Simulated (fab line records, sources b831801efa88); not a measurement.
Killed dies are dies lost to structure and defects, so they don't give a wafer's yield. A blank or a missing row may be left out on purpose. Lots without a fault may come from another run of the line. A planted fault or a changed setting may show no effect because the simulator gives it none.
Which tool did it? | flow sky130 | 6 lots, 18 wafers sampled, at 3 steps of a route of 708

WHAT THE GAUGES READ, wafer by wafer
SKY_SD_P_CD_MEAS_07: target cd 380 nm.
lot  | measured     | on        | cd_nm (nm)
L622 | day 27 05:06 | cd_sem-02 | 378.1 382.1 381.0
L628 | day 28 22:37 | cd_sem-02 | 374.6 378.4 375.9
L631 | day 30 00:49 | cd_sem-01 | 377.5 240.0 377.3
L635 | day 31 09:43 | cd_sem-01 | 379.3 378.3 377.3
L639 | day 32 16:58 | cd_sem-02 | 380.2 381.7 382.2
L641 | day 33 05:26 | cd_sem-01 | 379.8 380.6 381.4

WHICH TOOL RAN EACH LOT (tool, then ch and the chambers of the sampled wafers, then the start)
lot  | SKY_SPACER_ETCHBACK_02             | SKY_SD_P_DEVELOP_06
L622 | rie_diel-01 ch 1,2,3, day 24 19:31 | litho_track-02 ch 0, day 27 04:58
L628 | rie_diel-03 ch 0,1,3, day 26 12:17 | litho_track-03 ch 0, day 28 22:28
L631 | rie_diel-02 ch 0,1,2, day 27 16:47 | litho_track-03 ch 0, day 30 00:40
L635 | rie_diel-02 ch 1,2,3, day 29 03:32 | litho_track-04 ch 0, day 31 09:34
L639 | rie_diel-01 ch 0,2,3, day 30 10:06 | litho_track-02 ch 0, day 32 16:44
L641 | rie_diel-01 ch 0,1,3, day 30 22:28 | litho_track-02 ch 0, day 33 05:18
- SKY_SPACER_ETCHBACK_02: etches Si3N4 in CH3F/O2, stops on SiO2, time 46.7 s, target depth 45 nm.
- SKY_SD_P_DEVELOP_06: develop time 60 s.

THE ANSWER, worked out from the rows above alone
Rule: what is usual is taken from the lots themselves. Put in order of their means at a reading, lots are off if they are a third of the lots or fewer, leave a main group of 4 or more, and stand apart from it by a gap of 3 or more times the standard deviation of the main group's means; of several such gaps the widest counts. A main group whose means are all the same, to the digits that the tables above print for the reading, isn't used. A lot without any number at a reading at which 4 lots or more have one is off too. The other lots that the step has rows for count as sound.
Off: L631, at SKY_SD_P_CD_MEAS_07 (cd_nm). The main group: mean 379.4 nm, standard deviation 1.9.
A tool fits if, at a process step before that reading, it ran every lot that is off, and no sound lot after the first of them. The gauges at SKY_SD_P_CD_MEAS_07 are tried like those tools. One fits: litho_track-03 at SKY_SD_P_DEVELOP_06. Its last sound lot is L628 (day 28 22:28), its first lot that is off L631 (day 30 00:40): a fault that began between those two fits.

WHAT THE SIMULATOR HAD PUT IN
Process parameter drift: litho_track-03, from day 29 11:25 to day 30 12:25, at SKY_SD_P_DEVELOP_06. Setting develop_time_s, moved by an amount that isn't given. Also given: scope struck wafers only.
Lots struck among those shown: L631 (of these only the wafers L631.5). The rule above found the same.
